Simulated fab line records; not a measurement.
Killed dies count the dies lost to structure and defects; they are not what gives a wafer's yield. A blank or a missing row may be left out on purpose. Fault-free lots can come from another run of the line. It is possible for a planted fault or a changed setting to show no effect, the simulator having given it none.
fab line records	flow sky130
record: lots: 13	wafers: 39	last_day: 50
route steps=708 shown LI_CONTACT@364 CONTACT@409 PAD_OPEN@708
lots that met no fault: from a run of the same line without faults
start_h: hours from the record's first day to the start of the lot's first wafer shown	wait_h: hours since the lot's step before	" identical to the entry in the row above	L1.1+2: a single row standing in for several wafers	- no value, or no start given	* or withheld: withheld	< > ~ a bound
route shown NAME@n: a module of which the file shows steps, and the number in the route of the first	usual: average and standard deviation across the fault-free wafers	same: alike in all rows	chamber/n: place in a boat	sites: each site's reading	_std_site: the standard deviation of these	_edge_site: the outer-site mean with the inner-site mean subtracted	radius_mm: for every site, how far away it sits from the centre of the wafer	mask NAME#n: copy n	behind: the last tool/chamber to shape the wafer	hold: reason for holding the lot/hours on hold/outcome of the hold	device: the n, p or np transistor that did not switch	end of line: tests run on the same wafers once the route is complete	a step without rows: its recipe alone	killed: at the first sort, the dies lost to defects and structure; wafer yield is something else	map: dies across one wafer; x = killed, . = not, _ = none there
set.NAME: the run value of the setting; set.NAME@STEP: its run value at that earlier step	model.NAME: the simulator's own value behind a step, which no gauge read
one table for each step of the route and one row for each wafer, over a sample of lots
services: a tool's chamber out of use, with start hour (start_h, from the record's first day; less than 0 if before it), hours out, and reason
== steps ==
step: SKY_LI_CONTACT_CMP_02
recipe: material: PSG	down_force_psi: 4	platen_rpm: 60	pad_velocity_m_s: 0.94248
usual: motor_current_A: 11.9/1	time_to_endpoint_s: 31.6/2.7
lot.wafer	tool	chamber	start_h	wait_h	motor_current_A	time_to_endpoint_s
L370.1	cmp-01	1	646.89	0.1	12.8	29.8
L370.2	"	2	"	"	13.3	30.3
L370.6	"	1	"	"	12.1	34.2
L369.3	cmp-01	0	648.34	0.1	10.7	35.0
L369.1	"	2	"	"	13.0	34.3
L369.5	"	3	"	"	10.9	36.4
L372.1	cmp-01	2	664.85	0.1	13.6	27.2
L372.4	"	0	"	"	10.4	28.9
L372.5	"	2	"	"	13.3	27.9
L375.3	cmp-01	0	692.01	0.1	10.0	28.0
L375.2	"	2	"	"	13.5	28.9
L375.5	"	3	"	"	11.2	31.2
L376.2	cmp-02	1	703.16	0.0	11.6	35.9
L376.4	"	3	"	"	13.0	30.5
L376.1	"	0	"	"	13.5	32.0
L377.3	cmp-01	3	706.02	0.1	11.0	32.5
L377.2	"	1	"	"	12.2	32.7
L377.5	"	3	"	"	10.7	30.3
L378.1	cmp-02	3	717.02	0.1	12.1	31.3
L378.4	"	0	"	"	13.6	29.7
L378.2	"	2	"	"	12.4	29.3
L379.3	cmp-02	2	728.94	0.0	11.7	27.0
L379.5	"	2	"	"	11.4	27.5
L379.6	"	3	"	"	13.0	29.6
L380.3	cmp-02	1	736.77	0.0	11.2	32.2
L380.1	"	2	"	"	11.7	25.5
L380.2	"	3	"	"	12.4	29.1
L381.3	cmp-02	1	739.75	0.1	11.9	38.2
L381.6	"	0	"	"	13.2	30.5
L381.5	"	1	"	"	11.1	34.3
L389.1	cmp-02	2	808.24	0.1	11.8	29.5
L389.2	"	1	"	"	11.5	37.5
L389.5	"	2	"	"	11.5	30.5
L390.3	cmp-02	0	819.95	0.0	13.4	32.8
L390.2	"	1	"	"	11.0	35.7
L390.1	"	2	"	"	11.6	29.4
L392.3	cmp-02	0	827.47	0.1	13.5	30.3
L392.2	"	2	"	"	11.0	25.1
L392.6	"	3	"	"	11.9	30.2
step: SKY_LI_CONTACT_SPUTTER_20
recipe: material: TiN	target_thk_nm: 20	chamber_pressure_pa: 5	power_w: 4000	time_s: 80
usual: throttle_valve_pct: 29.9/0.48
lot.wafer	tool	chamber	start_h	wait_h	throttle_valve_pct
L370.1	pvd_sputter-04	-	674.65	0.0	30.0
L370.2	"	-	"	"	29.4
L370.6	"	-	"	"	29.8
L369.1	pvd_sputter-04	-	675.97	0.0	30.5
L369.3	"	-	"	"	30.1
L369.5	"	-	"	"	29.8
L372.1	pvd_sputter-01	-	692.95	0.0	29.9
L372.4	"	-	"	"	29.0
L372.5	"	-	"	"	29.1
L375.2	pvd_sputter-04	-	719.86	0.0	29.7
L375.3	"	-	"	"	29.8
L375.5	"	-	"	"	30.0
L376.1	pvd_sputter-04	-	731.08	0.0	29.4
L376.2	"	-	"	"	30.4
L376.4	"	-	"	"	30.5
L377.2	pvd_sputter-01	-	734.51	0.0	29.6
L377.3	"	-	"	"	30.0
L377.5	"	-	"	"	29.9
L378.1	pvd_sputter-04	-	745.20	0.0	29.9
L378.2	"	-	"	"	30.1
L378.4	"	-	"	"	29.8
L379.3	pvd_sputter-04	-	757.65	0.0	29.5
L379.5	"	-	"	"	30.3
L379.6	"	-	"	"	30.2
L380.1	pvd_sputter-04	-	764.44	0.0	30.2
L380.2	"	-	"	"	30.4
L380.3	"	-	"	"	29.7
L381.3	pvd_sputter-03	-	767.09	0.0	30.3
L381.5	"	-	"	"	30.0
L381.6	"	-	"	"	31.4
L389.1	pvd_sputter-01	-	835.25	0.0	30.2
L389.2	"	-	"	"	30.0
L389.5	"	-	"	"	29.0
L390.1	pvd_sputter-01	-	846.40	0.0	30.0
L390.2	"	-	"	"	29.0
L390.3	"	-	"	"	30.1
L392.2	pvd_sputter-01	-	854.25	0.0	29.9
L392.3	"	-	"	"	30.0
L392.6	"	-	"	"	29.8
step: SKY_LI_CONTACT_CVD_21
recipe: material: W	target_thk_nm: 400	time_s: 120.56	temp_c: 400	pressure_torr: 40
usual: chamber_pressure_Torr: 40.01/0.083	heater_power_outer_w: 508/46	heater_power_w: 859/97
lot.wafer	tool	chamber	start_h	wait_h	chamber_pressure_Torr	heater_power_outer_w	heater_power_w
L370.1	cvd_w-02	1	674.71	0.0	40.05	454	728
L370.2	"	0	"	"	40.12	525	914
L370.6	"	1	"	"	40.22	443	735
L369.1	cvd_w-02	0	676.04	0.0	39.99	558	933
L369.3	"	0	"	"	40.07	548	917
L369.5	"	1	"	"	40.07	456	720
L372.1	cvd_w-02	1	693.01	0.0	40.04	442	738
L372.4	"	1	"	"	39.99	446	708
L372.5	"	1	"	"	40.08	433	754
L375.2	cvd_w-02	1	719.92	0.0	39.93	443	727
L375.3	"	1	"	"	39.98	451	709
L375.5	"	1	"	"	40.11	451	723
L376.1	cvd_w-02	1	731.14	0.0	39.96	448	719
L376.2	"	0	"	"	40.17	551	913
L376.4	"	0	"	"	40.19	533	898
L377.2	cvd_w-02	1	734.57	0.0	39.99	440	744
L377.3	"	0	"	"	40.02	534	900
L377.5	"	1	"	"	39.92	434	736
L378.1	cvd_w-02	1	745.26	0.0	39.82	449	725
L378.2	"	0	"	"	40.08	527	925
L378.4	"	0	"	"	40.12	527	911
L379.3	cvd_w-01	0	757.75	0.1	39.96	492	828
L379.5	"	1	"	"	39.98	549	973
L379.6	"	0	"	"	39.92	498	837
L380.1	cvd_w-01	0	764.50	0.0	40.01	498	817
L380.2	"	1	"	"	40.21	564	983
L380.3	"	0	"	"	39.99	498	833
L381.3	cvd_w-01	0	767.20	0.1	40.16	512	824
L381.5	"	1	"	"	39.95	557	996
L381.6	"	0	"	"	40.06	505	834
L389.1	cvd_w-02	0	835.31	0.0	-	-	-
L389.2	"	1	"	"	-	-	-
L389.5	"	0	"	"	-	-	-
L390.1	cvd_w-01	0	846.46	0.0	-	-	-
L390.2	"	1	"	"	-	-	-
L390.3	"	1	"	"	-	-	-
L392.2	cvd_w-02	1	854.31	0.0	40.10	455	739
L392.3	"	0	"	"	40.05	525	924
L392.6	"	0	"	"	40.02	540	906
step: SKY_LI_CONTACT_RS_MEAS_22
recipe: thk_meas_gauge: four-point-probe	reads: W_of_LI_CONTACT_CVD_21+TiN_of_LI_CONTACT_SPUTTER_20+Ti_of_LI_CONTACT_SPUTTER_19
usual: LI_CONTACT_W_RS: 0.280/0.0059
lot.wafer	tool	chamber	start_h	wait_h	hold	LI_CONTACT_W_RS[ohm/sq]
L370.1	film_metro-01	-	674.83	0.1	-	0.275
L370.2	"	-	"	"	-	0.289
L370.6	"	-	"	"	-	0.271
L369.1	film_metro-02	-	676.16	0.1	-	0.285
L369.3	"	-	"	"	-	0.287
L369.5	"	-	"	"	-	0.275
L372.1	film_metro-02	-	693.14	0.1	-	0.275
L372.4	"	-	"	"	-	0.269
L372.5	"	-	"	"	-	0.268
L375.2	film_metro-03	-	720.07	0.1	-	0.270
L375.3	"	-	"	"	-	0.273
L375.5	"	-	"	"	-	0.275
L376.1	film_metro-03	-	731.26	0.1	-	0.272
L376.2	"	-	"	"	-	0.286
L376.4	"	-	"	"	-	0.284
L377.2	film_metro-01	-	734.72	0.1	-	0.270
L377.3	"	-	"	"	-	0.285
L377.5	"	-	"	"	-	0.275
L378.1	film_metro-02	-	745.43	0.1	-	0.267
L378.2	"	-	"	"	-	0.282
L378.4	"	-	"	"	-	0.281
L379.3	film_metro-02	-	757.87	0.1	-	0.282
L379.5	"	-	"	"	-	0.283
L379.6	"	-	"	"	-	0.286
L380.1	film_metro-01	-	764.63	0.1	-	0.286
L380.2	"	-	"	"	-	0.285
L380.3	"	-	"	"	-	0.289
L381.3	film_metro-02	-	767.32	0.1	-	0.282
L381.5	"	-	"	"	-	0.276
L381.6	"	-	"	"	-	0.281
L389.1	film_metro-02	-	835.43	0.1	await_dispo/0.2h/release	24.998
L389.2	"	-	"	"	await_dispo/0.2h/release	24.999
L389.5	"	-	"	"	await_dispo/0.2h/release	24.977
L389.1	film_metro-02	-	835.72	0.3	-	25.016
L389.2	"	-	"	"	-	25.030
L389.5	"	-	"	"	-	24.996
L390.1	film_metro-02	-	846.59	0.1	await_dispo/0.2h/release	25.080
L390.2	"	-	"	"	await_dispo/0.2h/release	24.906
L390.3	"	-	"	"	await_dispo/0.2h/release	25.111
L390.1	film_metro-02	-	846.88	0.3	-	25.099
L390.2	"	-	"	"	-	24.895
L390.3	"	-	"	"	-	25.090
L392.2	film_metro-01	-	854.46	0.1	-	0.273
L392.3	"	-	"	"	-	0.285
L392.6	"	-	"	"	-	0.290
step: SKY_CONTACT_THK_MEAS_03
recipe: reads: SiO2_of_CONTACT_HDPCVD_02
usual: CONTACT_HDPCVD_THK: 565/6.6
lot.wafer	tool	chamber	start_h	wait_h	CONTACT_HDPCVD_THK[nm]
L370.1	film_metro-04	-	702.95	0.0	554
L370.2	"	-	"	"	570
L370.6	"	-	"	"	560
L369.1	film_metro-02	-	704.89	0.0	565
L369.3	"	-	"	"	556
L369.5	"	-	"	"	550
L372.1	film_metro-04	-	722.09	0.0	570
L372.4	"	-	"	"	558
L372.5	"	-	"	"	562
L375.2	film_metro-04	-	749.79	0.0	555
L375.3	"	-	"	"	571
L375.5	"	-	"	"	572
L376.1	film_metro-02	-	759.24	0.0	569
L376.2	"	-	"	"	568
L376.4	"	-	"	"	566
L377.2	film_metro-03	-	763.51	0.0	560
L377.3	"	-	"	"	564
L377.5	"	-	"	"	564
L378.1	film_metro-03	-	774.13	0.0	575
L378.2	"	-	"	"	558
L378.4	"	-	"	"	573
L379.3	film_metro-02	-	785.51	0.1	577
L379.5	"	-	"	"	560
L379.6	"	-	"	"	574
L380.1	film_metro-04	-	793.29	0.0	565
L380.2	"	-	"	"	559
L380.3	"	-	"	"	562
L381.3	film_metro-02	-	795.87	0.1	572
L381.5	"	-	"	"	565
L381.6	"	-	"	"	564
L392.2	film_metro-02	-	882.05	0.0	557
L392.3	"	-	"	"	570
L392.6	"	-	"	"	552
step: SKY_PAD_OPEN_PROBE_99
usual: defect_limited_yield: 82.5/2.1	killed_at_M0_to_M3: 43/7.7	killed_at_M4_up: 2.9/1.9	killed_at_contacts: 24/5.9	killed_at_front_end: 16/5.1	killed_at_other: 0.3/0.63	killed_dies: 86/10	killed_open: 47/7.6	killed_short: 39/6.8	sort_bin_3_pad_short: 0.8/0.44	sort_bin_5_function: 10.4/1.6	sort_bin_6_memory: 6.3/1.1	sort_n_pass: 406/10	sort_yield_pct: 82.5/2.1
same: gross_dies: 492	killed_at_back_side: 0	sort_bin_4_leakage[%]: 0	sort_bin_8_speed[%]: 0
lot.wafer	tool	chamber	start_h	wait_h	defect_limited_yield[%]	killed_at_M0_to_M3	killed_at_M4_up	killed_at_contacts	killed_at_front_end	killed_at_other	killed_dies	killed_open	killed_short	sort_bin_3_pad_short[%]	sort_bin_5_function[%]	sort_bin_6_memory[%]	sort_n_pass	sort_yield_pct[%]
L372.1	prober-02	-	1085.12	0.1	83.9	43	4	19	13	0	79	39	40	0.8	9.1	6.1	413	83.9
L372.4	prober-02	-	1085.27	0.2	86.4	39	0	13	15	0	67	40	27	0.8	6.9	5.9	425	86.4
L372.5	prober-02	-	1085.32	0.2	82.7	34	2	27	22	0	85	41	44	1.2	10.0	6.1	407	82.7
killed by level:class
L372.1 VIA1:geometric_particle:open=13 LI_CONTACT:geometric_particle:short=6 FIELD_ISO:geometric_particle:open=5 VIA3:geometric_particle:short=5 CONTACT:geometric_particle:open=5 METAL2:geometric_particle:short=5 CONTACT:geometric_particle:short=4 VIA2:geometric_particle:open=4
L372.4 VIA1:geometric_particle:open=8 VIA3:geometric_particle:open=6 LI_CONTACT:geometric_particle:open=6 FIELD_ISO:geometric_particle:open=5 METAL1:geometric_particle:short=5 METAL2:geometric_particle:short=5 VIA2:geometric_particle:open=4 CONTACT:geometric_particle:open=4
L372.5 FIELD_ISO:geometric_particle:open=9 LI_CONTACT:geometric_particle:open=7 CONTACT:geometric_particle:open=7 METAL2:geometric_particle:short=7 LI_CONTACT:geometric_particle:short=6 METAL1:geometric_particle:short=6 VIA3:geometric_particle:open=6 CONTACT:geometric_particle:short=4
== services ==
tool	chamber	start_h	hours	kind
cmp-02	-	634.00	0.5	repair
cmp-01	-	636.66	0.9	repair
pvd_sputter-01	-	637.26	0.9	repair
cmp-01	-	657.49	5.2	repair
cvd_w-02	1	667.97	2.4	repair
cvd_w-01	-	671.34	14.6	pm
cmp-02	-	721.10	7.7	pm
pvd_sputter-04	-	733.54	5.0	repair
cmp-02	-	733.79	0.5	repair
cmp-01	-	744.22	4.0	pm
cmp-01	-	748.22	-	consumable_replace:conditioner
cmp-01	-	748.22	-	consumable_replace:pad
pvd_sputter-03	0	816.48	-	consumable_replace:kit
pvd_sputter-03	0	816.48	18.0	scheduled_down
pvd_sputter-03	0	816.48	18.0	vent_cycle
pvd_sputter-01	3	832.59	-	consumable_replace:kit
pvd_sputter-01	3	832.59	18.0	scheduled_down
pvd_sputter-01	3	832.59	18.0	vent_cycle
cmp-02	-	844.24	2.1	repair
cmp-02	-	847.73	1.6	repair
== key ==
first_sign: step: SKY_LI_CONTACT_CVD_21	reading: tool_record	direction: missing
effect: step: SKY_LI_CONTACT_RS_MEAS_22	reading: visit	direction: added
effect: step: SKY_LI_CONTACT_RS_MEAS_22	reading: LI_CONTACT_W_RS	direction: up	sigmas: 99+	usual: 0.280	struck: 25.012
met_at SKY_LI_CONTACT_CVD_21
struck_lots L389,L390
scrapped_behind SKY_LI_CONTACT_RS_MEAS_22 L389.1,L389.2,L389.5,L390.1,L390.2,L390.3
not_acting_at SKY_LI_CONTACT_CMP_02,SKY_LI_CONTACT_SPUTTER_20,SKY_CONTACT_THK_MEAS_03
onset_between 767.20 835.31
fault: kind: skipped_step_whole	tool: cvd_w-01,cvd_w-02	chamber: -	onset_h: 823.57	steps: SKY_LI_CONTACT_CVD_21	scope: struck_lots_only
